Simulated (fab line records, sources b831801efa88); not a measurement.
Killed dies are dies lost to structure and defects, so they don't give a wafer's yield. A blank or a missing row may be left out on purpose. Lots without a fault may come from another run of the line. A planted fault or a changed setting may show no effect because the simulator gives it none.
Which tool did it? | flow sky130 | 14 lots, 42 wafers sampled, at 2 steps of a route of 708

WHAT THE GAUGES READ, wafer by wafer
SKY_POLY_GATE_CD_MEAS_22. Usual: cd_nm 150 nm, standard deviation 3.1.
lot  | measured     | on        | cd_nm (nm)  | flag
L213 | day 16 10:56 | cd_sem-01 | 154 145 146 |
L215 | day 17 07:16 | cd_sem-01 | 143 152 143 |
L221 | day 20 00:08 | cd_sem-01 | 150 155 156 |
L222 | day 20 00:10 | cd_sem-02 | 148 150 147 |
L225 | day 20 19:00 | cd_sem-02 | 150 150 150 |
L226 | day 21 05:37 | cd_sem-01 | 149 150 152 |
L227 | day 21 16:01 | cd_sem-02 | 146 150 148 |
L228 | day 22 05:48 | cd_sem-02 | 153 153 153 |
L229 | day 22 07:35 | cd_sem-01 | 149 148 143 |
L231 | day 22 19:34 | cd_sem-01 | 147 152 144 |
L232 | day 23 06:26 | cd_sem-02 | 152 152 155 |
L233 | day 23 09:28 | cd_sem-02 | 149 149 148 |
L235 | day 24 08:17 | cd_sem-01 | 145 147 146 |
L236 | day 24 13:49 | cd_sem-01 | 151 149 151 |

SKY_LDD_N_TW_MEAS_17. Usual: LDD_N_TW 2624, standard deviation 17.
lot  | measured     | on            | LDD_N_TW       | flag
L213 | day 17 17:31 | film_metro-02 | 2634 2624 2640 |
L215 | day 18 14:50 | film_metro-04 | 2629 2656 2620 |
L221 | day 21 07:25 | film_metro-02 | 2617 2610 2616 |
L222 | day 21 07:04 | film_metro-02 | 2605 2616 2621 |
L225 | day 22 03:40 | film_metro-02 | 2598 2617 2604 |
L226 | day 22 13:52 | film_metro-04 | 2639 2641 2616 |
L227 | day 22 23:52 | film_metro-04 | 2643 2635 2635 |
L228 | day 23 13:01 | film_metro-01 | 2612 2609 2609 |
L229 | day 23 14:53 | film_metro-04 | 2643 2635 2633 |
L231 | day 24 02:52 | film_metro-02 | 2605 2615 2602 |
L232 | day 24 13:32 | film_metro-04 | 2648 2654 2629 |
L233 | day 24 16:46 | film_metro-01 | 2630 2634 2637 |
L235 | day 25 14:46 | film_metro-01 | 2587 2591 2601 |
L236 | day 25 19:37 | film_metro-04 | 2636 2642 2641 |

WHICH TOOL RAN EACH LOT (tool, then ch and the chambers of the sampled wafers, then the start)
The record holds no process step before these readings.

WHAT THE TOOLS THEMSELVES READ (means of the sampled wafers that have a number; where no wafer has one, the mark that the record gives instead)
The record holds no such reading with a usual standard deviation.

THE ANSWER, worked out from the rows above alone
Rule: a lot is off if the mean of its wafers that have a number lies more than 3 standard deviations from the usual mean. A lot without any number at a reading at which 4 lots or more have one is off too. The other lots that the step has rows for count as sound. The gauges are gone through in route order, then the tools' own readings, and for those a lot's mean is taken as printed above. The first step at which some lot is off is used, and at that step the reading that is off furthest; a lot without a number counts as furthest.
No lot is off at any reading shown: from this, nothing can be told.

WHAT THE SIMULATOR HAD PUT IN
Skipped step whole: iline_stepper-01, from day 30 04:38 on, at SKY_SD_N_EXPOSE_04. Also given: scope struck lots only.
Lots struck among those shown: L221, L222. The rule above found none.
